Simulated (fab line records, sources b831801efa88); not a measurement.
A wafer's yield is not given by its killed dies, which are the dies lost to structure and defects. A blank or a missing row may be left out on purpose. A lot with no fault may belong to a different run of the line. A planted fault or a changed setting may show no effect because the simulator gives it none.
Chamber matching || flow gf180mcu || 4 sister chambers for GF_PASSIVATION_ETCH_11 on rieDiel-02
The step etches the open film in CF4/O2, stops on TiN, target depth 2040 nm, time 453.3 s. 4 wafers are shown with their chamber, then 12 later ones without.

== EACH WAFER AND ITS CHAMBER ==
{"wafer": "L088.4", "chamber": 2, "drypumpMotorCurrentA (A)": 5.2}
{"wafer": "L089.1", "chamber": 0, "drypumpMotorCurrentA (A)": 5.8}
{"wafer": "L089.2", "chamber": 1, "drypumpMotorCurrentA (A)": 5.9}
{"wafer": "L089.3", "chamber": 3, "drypumpMotorCurrentA (A)": 6.3}

== WAFERS WITHOUT THEIR CHAMBER ==
{"wafer": "L091.2", "drypumpMotorCurrentA (A)": 6.3}
{"wafer": "L091.3", "drypumpMotorCurrentA (A)": 5.9}
{"wafer": "L091.6", "drypumpMotorCurrentA (A)": 5.3}
{"wafer": "L094.2", "drypumpMotorCurrentA (A)": 5.8}
{"wafer": "L094.3", "drypumpMotorCurrentA (A)": 6.3}
{"wafer": "L094.4", "drypumpMotorCurrentA (A)": 5.9}
{"wafer": "L095.1", "drypumpMotorCurrentA (A)": 5.9}
{"wafer": "L095.5", "drypumpMotorCurrentA (A)": 5.8}
{"wafer": "L095.6", "drypumpMotorCurrentA (A)": 5.9}
{"wafer": "L097.2", "drypumpMotorCurrentA (A)": 5.2}
{"wafer": "L097.4", "drypumpMotorCurrentA (A)": 6.3}
{"wafer": "L097.5", "drypumpMotorCurrentA (A)": 5.7}

== WHICH CHAMBER EACH WENT THROUGH ==
{"wafer": "L091.2", "from the rows above": 3, "in truth": 3}
{"wafer": "L091.3", "from the rows above": 1, "in truth": 1}
{"wafer": "L091.6", "from the rows above": 2, "in truth": 2}
{"wafer": "L094.2", "from the rows above": 0, "in truth": 0}
{"wafer": "L094.3", "from the rows above": 3, "in truth": 3}
{"wafer": "L094.4", "from the rows above": 1, "in truth": 1}
{"wafer": "L095.1", "from the rows above": 1, "in truth": 1}
{"wafer": "L095.5", "from the rows above": 0, "in truth": 0}
{"wafer": "L095.6", "from the rows above": 1, "in truth": 1}
{"wafer": "L097.2", "from the rows above": 2, "in truth": 2}
{"wafer": "L097.4", "from the rows above": 3, "in truth": 3}
{"wafer": "L097.5", "from the rows above": 0, "in truth": 0}
Correctly placed: 12 of 12. Left unplaced by these rows: 0. Number placed wrongly: 0.
How it was worked out, from the rows above alone: a wafer's distance from a chamber is the root of the sum, over the readings, of the square of ((its reading less the chamber's mean) divided by the reading's scatter). If the next closest chamber is less than 2 further off than the closest, the wafer can't be placed; otherwise it belongs to the closest. The mean given for a chamber averages the wafers shown for that chamber. The scatter (one wafer shown for each chamber): square how far every hidden wafer sits from the nearest shown wafer, average those squares and take the square root.
